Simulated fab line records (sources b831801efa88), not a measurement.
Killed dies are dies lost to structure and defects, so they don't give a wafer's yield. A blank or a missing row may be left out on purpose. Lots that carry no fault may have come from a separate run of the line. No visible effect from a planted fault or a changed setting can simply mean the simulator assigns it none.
Struck lot and sound lot, side by side    flow sky130    15 steps out of a route of 708
Sound: these wafers, L927.1, L927.3, L927.6. Wafers L943.3, L943.5, L943.6 were the ones struck. The cause is given at the end.
Each step with rows lists, per side, the tool, then ch with its chambers, then its first start. Under that, the readings that differ: sound wafers    struck wafers    difference of the means    sigmas: that difference in standard deviations of wafers without a fault.
alike: a reading whose means differ by less than 2 such deviations, as well as words and numbers matching on both sides. not compared: withheld readings; readings where some wafer has no value; bounds like >300 that might hide an equal value; numbers whose values overlap and for which the record gives no deviation.
A row with sigmas, a row that says differs or no value, or rows on one side alone: a step with any of these is where the two part. Non-overlapping numbers with no deviation appear without sigmas and do not part them. A reading that every wafer of one side lacks parts them only if that side has two wafers or more.

SKY_LDD_LDN_TW_MEAS_13:
  sound: film-metro-04 at day 24 02:40; struck: film-metro-03 at day 30 08:38
  alike: LDD_LDN_TW
then, 2 steps without rows for these wafers: SKY_LDD_LDN_CLEAN_14 (cleans in SC1/SC2, time 150 s); SKY_SPACER_CVD_00 (deposits Si3N4 from DCS/NH3, target thk 43.1 nm, time 740 s).
SKY_SPACER_THK_MEAS_01:
  sound: film-metro-01 at day 24 04:17; struck: film-metro-04 at day 30 10:49
  alike: SPACER_CVD_00_THK
SKY_SPACER_ETCHBACK_02: etches Si3N4 in CH3F/O2, stops on SiO2, time 46.7 s, target depth 45 nm.
  sound on rie-diel-01 ch 1,3, day 24 04:21; struck on rie-diel-01 ch 0,2,3, day 30 10:51
  alike: drypump-motor-current-A, oes-product-au, rf-fwd-power-W, throttle-valve-pct
  not compared: rf-hours-counter-h
then, 7 steps without rows for these wafers: SKY_POLY_CUT_DEHYDRATE_00 (time 60 s); SKY_POLY_CUT_HMDS_01 (prime time 60 s); SKY_POLY_CUT_COAT_02 (resist thk 60 nm); SKY_POLY_CUT_COAT_03 (resist thk 450 nm); SKY_POLY_CUT_SOFTBAKE_04 (time 90 s); SKY_POLY_CUT_EXPOSE_05 (exposes mask NPCM, target cd 270 nm); SKY_POLY_CUT_PEB_06.
SKY_POLY_CUT_DEVELOP_07: develop time 60 s.
  sound on litho-track-01 ch 0, day 25 09:00; struck on litho-track-01 ch 0, day 31 14:00
reading               sound              struck             difference  sigmas
developer-temp-C (C)  20.82 20.90 21.01  20.05 20.26 20.14  -0.76       -8
SKY_POLY_CUT_CD_MEAS_08: target cd 270 nm.
  sound: cd-sem-02 at day 25 09:11; struck: cd-sem-01 at day 31 14:31
  alike: cd-nm
-- the record jumps here: 19 days lie between the struck wafers' starts before and after (it left off in module POLY_CUT and takes up again in module PAD_OPEN, whose first step shown is number 708 of the route) --
SKY_PAD_OPEN_PROBE_99:
  rows exist in the record for the struck wafers here (prober-02, day 50 15:51), but not for the sound ones

== WHERE THEY PART ==
First at SKY_POLY_CUT_DEVELOP_07; last, within this record, at SKY_PAD_OPEN_PROBE_99.

WHY: the cause the simulator had injected
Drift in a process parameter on litho-track-01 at SKY_POLY_CUT_DEVELOP_07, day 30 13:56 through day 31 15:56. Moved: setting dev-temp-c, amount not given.
